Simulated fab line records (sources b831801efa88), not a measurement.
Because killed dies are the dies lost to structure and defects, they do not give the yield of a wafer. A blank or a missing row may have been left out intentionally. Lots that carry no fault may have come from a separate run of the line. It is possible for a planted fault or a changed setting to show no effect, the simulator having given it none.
What tool caused it? + flow sky130 + 33 wafers sampled from 11 lots at 1 step of a route of 708

## WHAT THE GAUGES SHOWED, per wafer
SKY_VIA3_CD_MEAS_12: the cd target is 200 nm.
| lot  | measured     | on        | cd-nm (nm)        |
|------|--------------|-----------|-------------------|
| L837 | day 39 22:33 | cd-sem-02 | 199.1 198.4 199.7 |
| L838 | day 40 07:17 | cd-sem-02 | 199.3 199.6 200.4 |
| L839 | day 40 17:32 | cd-sem-02 | 201.3 202.1 202.4 |
| L840 | day 41 06:23 | cd-sem-02 | 200.4 201.1 200.5 |
| L842 | day 41 15:52 | cd-sem-01 | 200.4 200.9 201.1 |
| L844 | day 42 05:52 | cd-sem-02 | 198.6 199.7 200.0 |
| L848 | day 43 15:07 | cd-sem-02 | 202.0 199.5 198.9 |
| L853 | day 44 12:36 | cd-sem-01 | 199.9 200.6 199.9 |
| L855 | day 45 05:45 | cd-sem-02 | 200.6 199.9 201.1 |
| L856 | day 45 14:20 | cd-sem-02 | 199.1 198.3 198.0 |
| L859 | day 45 23:48 | cd-sem-01 | 197.7 199.7 198.2 |

## EACH LOT AND THE TOOL THAT RAN IT (in order: tool; ch and the chambers of the sampled wafers; start)
The record holds no process step before these readings.

## THE ANSWER, worked out from the rows above alone
Rule: usual is defined by the lots themselves. Put in order of their means at a reading, lots are off if they are a third of the lots or fewer, leave a main group of 4 or more, and stand apart from it by a gap of 3 or more times the standard deviation of the main group's means; of several such gaps the widest counts. A main group is skipped when, at the precision printed for the reading in the tables above, its means are all equal. Also off: a lot with no number at a reading for which 4 or more lots have one. Where the step has rows for the other lots, those lots are counted as sound.
No lot is off on any of the readings shown, so nothing can be concluded from this.

## WHAT HAD BEEN PUT IN BY THE SIMULATOR
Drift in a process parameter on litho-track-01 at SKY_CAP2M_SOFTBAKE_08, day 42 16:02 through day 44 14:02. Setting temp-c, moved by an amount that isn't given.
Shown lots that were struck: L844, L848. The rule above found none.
